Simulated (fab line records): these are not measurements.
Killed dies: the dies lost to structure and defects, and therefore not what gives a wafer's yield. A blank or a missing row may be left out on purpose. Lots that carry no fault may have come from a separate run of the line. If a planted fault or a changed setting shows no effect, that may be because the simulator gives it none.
Split-lot experiment -- flow sfq line -- 23 wafers read from 5 lots, route of 325 steps

## THE SPLIT ITSELF
At SFQ_TRILAYER_M6_LITHO_PEB_162 (peb time 60 s), the setting peb temp c was moved away from the recipe's 115 C on 7 of the 23 wafers read, by -1.7% to +1.8%. This setting was run at the recipe's value on the other wafers.

## FROM THE SPLIT ON TO THE READING: in between, the file shows 1 step
- SFQ_TRILAYER_M6_LITHO_DEVELOP_161: time 60 s

## THE READING
M6.cd nm (the simulator's own value, which no gauge read), in nm, at SFQ_TRILAYER_M6_BARC_OPEN_METAL_ETCH_206 (etches BARC in O2, target depth 125 nm, time 42.91 s). There is no usual value for it anywhere in the file. Average 499.8 nm, standard deviation 1.3 nm, over the 16 wafers here run with the recipe.

wafer,"tool, chamber at the split","peb temp c as run, C",against the recipe,"M6.cd nm, nm",against lot-mates on the recipe
L074.4,"litho track-02, 0",115,recipe,499.9,-
L074.5,"litho track-02, 0",115,recipe,499.3,-
L074.6,"litho track-02, 0",115,recipe,501,-
L076.1,"litho track-01, 0",117.1,+1.8%,464.2,-35.2
L076.2,"litho track-01, 0",117.1,+1.8%,465.3,-34.1
L076.3,"litho track-01, 0",115,recipe,500.8,-
L076.4,"litho track-01, 0",115,recipe,498.4,-
L076.6,"litho track-01, 0",115,recipe,498.9,-
L080.1,"litho track-02, 0",116.3,+1.1%,479,-22.2
L080.2,"litho track-02, 0",116.3,+1.1%,480,-21.2
L080.4,"litho track-02, 0",115,recipe,501.1,-
L080.6,"litho track-02, 0",115,recipe,501.1,-
L080.5,"litho track-02, 0",115,recipe,501.5,-
L084.2,"litho track-01, 0",113,-1.7%,539.8,+39.2
L084.3,"litho track-01, 0",115,recipe,500.9,-
L084.4,"litho track-01, 0",115,recipe,500.3,-
L084.5,"litho track-01, 0",113,-1.7%,539.5,+38.9
L084.6,"litho track-01, 0",113,-1.7%,537.5,+36.9
L085.1,"litho track-02, 0",115,recipe,499.8,-
L085.2,"litho track-02, 0",115,recipe,499.2,-
L085.5,"litho track-02, 0",115,recipe,499.2,-
L085.3,"litho track-02, 0",115,recipe,496.3,-
L085.6,"litho track-02, 0",115,recipe,499.5,-

FIT RESULTS
A straight line over all 23 wafers: M6.cd nm changes by -20.7 nm for each +1% of peb temp c; r = -1.00; the points scatter about the line by 1.9 nm.
The same after taking each lot's own level away (the mean of its wafers on the recipe; 23 wafers): -20.6 nm for each +1%; r = -1.00; scatter 1.5 nm.
The reading moves by 38 nm for the largest change in peb temp c, on that fit.
From 498.80 to 501.23 nm: that is the span of the lots' own levels, equal to 1.9 times the standard deviation above.
Hence the lot-to-lot level has little effect on the slope; both slopes agree.
Check: -37.3 nm against its lot-mates is what the line predicts for one of the wafers moved furthest among these (+1.8%) when that wafer is left out of the fit. Against them it came out at -35.2 nm.

## THE OTHER SPLITS THESE WAFERS WENT THROUGH
These wafers also went through other splits before the reading. Each is held against what the fit with the lots' levels taken away leaves over:
other split on the same wafers,wafers away from the commonest value,r with M6.cd nm (lot level and that fit taken away)
SFQ_TRILAYER_JJ_TRILAYER_DEP_SPUTTER_112 time s,8,-0.13
SFQ_TRILAYER_M5_LITHO_COAT_123 spin rpm,11,+0.25
SFQ_TRILAYER_M5_ETCH_METAL_ETCH_126 time s,2,+0.11
SFQ_TRILAYER_R5_DEP_SPUTTER_132 power w,12,+0.23
SFQ_TRILAYER_R5_LITHO_COAT_141 spin rpm,5,+0.25
SFQ_TRILAYER_I5_LITHO_COAT_149 spin rpm,12,+0.07
SFQ_TRILAYER_C5_LITHO_EXPOSE_152 dose mj,11,+0.35
SFQ_TRILAYER_M6_LITHO_COAT_159 spin rpm,5,-0.20

## THE FILE'S OWN FIT
M6.cd nm changes by -20.2 nm for each +1% of peb temp c, r = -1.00.
